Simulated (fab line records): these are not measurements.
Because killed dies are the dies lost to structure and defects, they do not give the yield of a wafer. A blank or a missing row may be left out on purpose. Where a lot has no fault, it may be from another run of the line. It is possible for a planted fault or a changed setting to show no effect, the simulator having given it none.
The tool behind it: which one? || flow gf180mcu || Sampling: 14 lots, 42 wafers, 5 of 602 route steps

WHAT THE GAUGES SHOWED, per wafer
GF_STI_THK_MEAS_24.
{"lot": "L760", "measured": "day 2 04:02", "on": "film metro-04", "STI_CVD_23_THK (nm)": "654 651 652"}
{"lot": "L761", "measured": "day 2 09:30", "on": "film metro-04", "STI_CVD_23_THK (nm)": "649 648 641"}
{"lot": "L762", "measured": "day 2 15:30", "on": "film metro-03", "STI_CVD_23_THK (nm)": "660 655 656"}
{"lot": "L763", "measured": "day 2 20:11", "on": "film metro-04", "STI_CVD_23_THK (nm)": "640 658 657"}
{"lot": "L764", "measured": "day 3 04:11", "on": "film metro-01", "STI_CVD_23_THK (nm)": "663 640 651"}
{"lot": "L765", "measured": "day 3 05:37", "on": "film metro-04", "STI_CVD_23_THK (nm)": "662 648 657"}
{"lot": "L766", "measured": "day 3 09:40", "on": "film metro-03", "STI_CVD_23_THK (nm)": "648 638 648"}
{"lot": "L767", "measured": "day 3 15:17", "on": "film metro-03", "STI_CVD_23_THK (nm)": "651 651 653"}
{"lot": "L768", "measured": "day 3 22:06", "on": "film metro-01", "STI_CVD_23_THK (nm)": "650 638 643"}
{"lot": "L772", "measured": "day 4 17:14", "on": "film metro-04", "STI_CVD_23_THK (nm)": "643 652 643"}
{"lot": "L776", "measured": "day 5 14:15", "on": "film metro-01", "STI_CVD_23_THK (nm)": "659 649 655"}
{"lot": "L777", "measured": "day 5 19:30", "on": "film metro-03", "STI_CVD_23_THK (nm)": "651 649 641"}
{"lot": "L779", "measured": "day 6 05:33", "on": "film metro-04", "STI_CVD_23_THK (nm)": "656 655 663"}
{"lot": "L781", "measured": "day 6 15:44", "on": "film metro-04", "STI_CVD_23_THK (nm)": "648 654 648"}

GF_DNWELL_TW_MEAS_09.
{"lot": "L760", "measured": "day 2 20:03", "on": "film metro-01", "DNWELL_TW": "1385 1384 1378"}
{"lot": "L761", "measured": "day 3 00:33", "on": "film metro-02", "DNWELL_TW": "1380 1373 1378"}
{"lot": "L762", "measured": "day 3 07:10", "on": "film metro-01", "DNWELL_TW": "1397 1393 1394"}
{"lot": "L763", "measured": "day 3 12:57", "on": "film metro-02", "DNWELL_TW": "1367 1378 1369"}
{"lot": "L764", "measured": "day 3 20:10", "on": "film metro-04", "DNWELL_TW": "1343 1343 1343"}
{"lot": "L765", "measured": "day 3 21:41", "on": "film metro-01", "DNWELL_TW": "1405 1390 1396"}
{"lot": "L766", "measured": "day 4 01:59", "on": "film metro-01", "DNWELL_TW": "1380 1379 1386"}
{"lot": "L767", "measured": "day 4 07:03", "on": "film metro-01", "DNWELL_TW": "1391 1391 1392"}
{"lot": "L768", "measured": "day 4 13:13", "on": "film metro-01", "DNWELL_TW": "1388 1382 1384"}
{"lot": "L772", "measured": "day 5 11:00", "on": "film metro-04", "DNWELL_TW": "1342 1357 1357"}
{"lot": "L776", "measured": "day 6 08:38", "on": "film metro-01", "DNWELL_TW": "1379 1387 1383"}
{"lot": "L777", "measured": "day 6 13:21", "on": "film metro-02", "DNWELL_TW": "1391 1383 1382"}
{"lot": "L779", "measured": "day 7 00:23", "on": "film metro-04", "DNWELL_TW": "1360 1355 1358"}
{"lot": "L781", "measured": "day 7 10:43", "on": "film metro-04", "DNWELL_TW": "1356 1353 1360"}

GF_NWELL_OVL_MEAS_07.
{"lot": "L760", "measured": "day 3 08:32", "on": "overlay-01", "NWELL_OVL (nm)": "0.7 -1.7 -0.3"}
{"lot": "L761", "measured": "day 3 12:35", "on": "overlay-01", "NWELL_OVL (nm)": "-1.9 -0.5 -1.0"}
{"lot": "L762", "measured": "day 3 20:22", "on": "overlay-02", "NWELL_OVL (nm)": "-1.6 -1.9 -1.8"}
{"lot": "L763", "measured": "day 4 02:05", "on": "overlay-02", "NWELL_OVL (nm)": "-0.6 -0.8 0.1"}
{"lot": "L764", "measured": "day 4 10:21", "on": "overlay-01", "NWELL_OVL (nm)": "-1.5 -3.0 -3.8"}
{"lot": "L765", "measured": "day 4 10:59", "on": "overlay-02", "NWELL_OVL (nm)": "0.7 -0.3 0.4"}
{"lot": "L766", "measured": "day 4 16:01", "on": "overlay-01", "NWELL_OVL (nm)": "-2.6 -2.1 -2.1"}
{"lot": "L767", "measured": "day 4 21:22", "on": "overlay-02", "NWELL_OVL (nm)": "1.6 -0.1 2.8"}
{"lot": "L768", "measured": "day 5 03:30", "on": "overlay-02", "NWELL_OVL (nm)": "54.2 54.0 53.5"}
{"lot": "L772", "measured": "day 6 02:26", "on": "overlay-02", "NWELL_OVL (nm)": "52.2 52.0 53.3"}
{"lot": "L776", "measured": "day 7 00:30", "on": "overlay-01", "NWELL_OVL (nm)": "-0.7 -0.5 -0.5"}
{"lot": "L777", "measured": "day 7 05:14", "on": "overlay-01", "NWELL_OVL (nm)": "-1.9 -0.9 -1.1"}
{"lot": "L779", "measured": "day 7 16:57", "on": "overlay-02", "NWELL_OVL (nm)": "-1.7 -1.1 -2.4"}
{"lot": "L781", "measured": "day 8 03:30", "on": "overlay-02", "NWELL_OVL (nm)": "0.2 0.2 1.8"}

GF_POLY_GATE_OVL_MEAS_11.
{"lot": "L760", "measured": "day 9 11:40", "on": "overlay-02", "POLY_GATE_OVL (nm)": "-6 1 -4"}
{"lot": "L761", "measured": "day 9 15:55", "on": "overlay-01", "POLY_GATE_OVL (nm)": "0 8 -2"}
{"lot": "L762", "measured": "day 10 07:05", "on": "overlay-02", "POLY_GATE_OVL (nm)": "-2 -6 -9"}
{"lot": "L763", "measured": "day 10 13:10", "on": "overlay-02", "POLY_GATE_OVL (nm)": "8 -4 3"}
{"lot": "L764", "measured": "day 10 23:23", "on": "overlay-01", "POLY_GATE_OVL (nm)": "6 5 7"}
{"lot": "L765", "measured": "day 10 23:13", "on": "overlay-02", "POLY_GATE_OVL (nm)": "7 4 -1"}
{"lot": "L766", "measured": "day 11 03:46", "on": "overlay-01", "POLY_GATE_OVL (nm)": "-6 -2 -6"}
{"lot": "L767", "measured": "day 11 11:52", "on": "overlay-01", "POLY_GATE_OVL (nm)": "9 11 7"}
{"lot": "L768", "measured": "day 11 19:52", "on": "overlay-02", "POLY_GATE_OVL (nm)": "4 9 9"}
{"lot": "L772", "measured": "day 13 02:53", "on": "overlay-01", "POLY_GATE_OVL (nm)": "8 2 6"}
{"lot": "L776", "measured": "day 14 05:13", "on": "overlay-02", "POLY_GATE_OVL (nm)": "9 3 5"}
{"lot": "L777", "measured": "day 14 13:39", "on": "overlay-02", "POLY_GATE_OVL (nm)": "-2 4 0"}
{"lot": "L779", "measured": "day 15 01:19", "on": "overlay-02", "POLY_GATE_OVL (nm)": "4 1 0"}
{"lot": "L781", "measured": "day 15 20:13", "on": "overlay-02", "POLY_GATE_OVL (nm)": "2 -5 1"}

WHICH TOOL RAN EACH LOT (tool, then ch and the chambers of the sampled wafers, then the start)
{"lot": "L760", "GF_NWELL_EXPOSE_04": "iline stepper-01 ch 0, day 3 02:10"}
{"lot": "L761", "GF_NWELL_EXPOSE_04": "iline stepper-02 ch 0, day 3 06:22"}
{"lot": "L762", "GF_NWELL_EXPOSE_04": "iline stepper-02 ch 0, day 3 14:03"}
{"lot": "L763", "GF_NWELL_EXPOSE_04": "iline stepper-02 ch 0, day 3 19:16"}
{"lot": "L764", "GF_NWELL_EXPOSE_04": "iline stepper-01 ch 0, day 4 03:11"}
{"lot": "L765", "GF_NWELL_EXPOSE_04": "iline stepper-01 ch 0, day 4 04:35"}
{"lot": "L766", "GF_NWELL_EXPOSE_04": "iline stepper-02 ch 0, day 4 08:37"}
{"lot": "L767", "GF_NWELL_EXPOSE_04": "iline stepper-02 ch 0, day 4 14:06"}
{"lot": "L768", "GF_NWELL_EXPOSE_04": "iline stepper-01 ch 0, day 4 20:38"}
{"lot": "L772", "GF_NWELL_EXPOSE_04": "iline stepper-01 ch 0, day 5 18:17"}
{"lot": "L776", "GF_NWELL_EXPOSE_04": "iline stepper-02 ch 0, day 6 16:50"}
{"lot": "L777", "GF_NWELL_EXPOSE_04": "iline stepper-02 ch 0, day 6 21:35"}
{"lot": "L779", "GF_NWELL_EXPOSE_04": "iline stepper-02 ch 0, day 7 07:53"}
{"lot": "L781", "GF_NWELL_EXPOSE_04": "iline stepper-02 ch 0, day 7 19:15"}
- GF_NWELL_EXPOSE_04: exposes mask Nwell, target cd 860 nm.

AS READ BY THE TOOLS THEMSELVES (means over the sampled wafers that have a number; for cases with no such wafer, the mark the record gives instead)
The record holds no such reading with a usual standard deviation.

THE ANSWER, worked out from the rows above alone
Rule: usual is defined by the lots themselves. Put in order of their means at a reading, lots are off if they are a third of the lots or fewer, leave a main group of 4 or more, and stand apart from it by a gap of 3 or more times the standard deviation of the main group's means; of several such gaps the widest counts. A main group whose means are all the same, to the digits that the tables above print for the reading, isn't used. Also off: a lot with no number at a reading for which 4 or more lots have one. Any other lot the step has rows for is counted as sound. Order of review: gauges by route order, followed by the tools' own readings, for which a lot's mean as printed above is used. At the first step where some lot is off, the reading lying furthest off is the one used; lots without a number count as furthest.
Off: at GF_NWELL_OVL_MEAS_07 (NWELL_OVL), L768, L772. For the main group the mean is -0.8 nm and the standard deviation 1.2.
A tool fits if, at a process step before that reading, it ran every lot that is off, and no sound lot after the first of them. The gauges at GF_NWELL_OVL_MEAS_07 are tried like those tools. One fits: iline stepper-01 at GF_NWELL_EXPOSE_04. Its last sound lot is L765 (day 4 04:35), its first lot that is off L768 (day 4 20:38): a fault that began between those two fits.

WHAT HAD BEEN PUT IN BY THE SIMULATOR
Scanner matching overlay: iline stepper-01, from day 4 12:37 on, at GF_NWELL_EXPOSE_04. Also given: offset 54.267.
Lots struck among those shown: L768, L772. This agrees with what the rule above found.
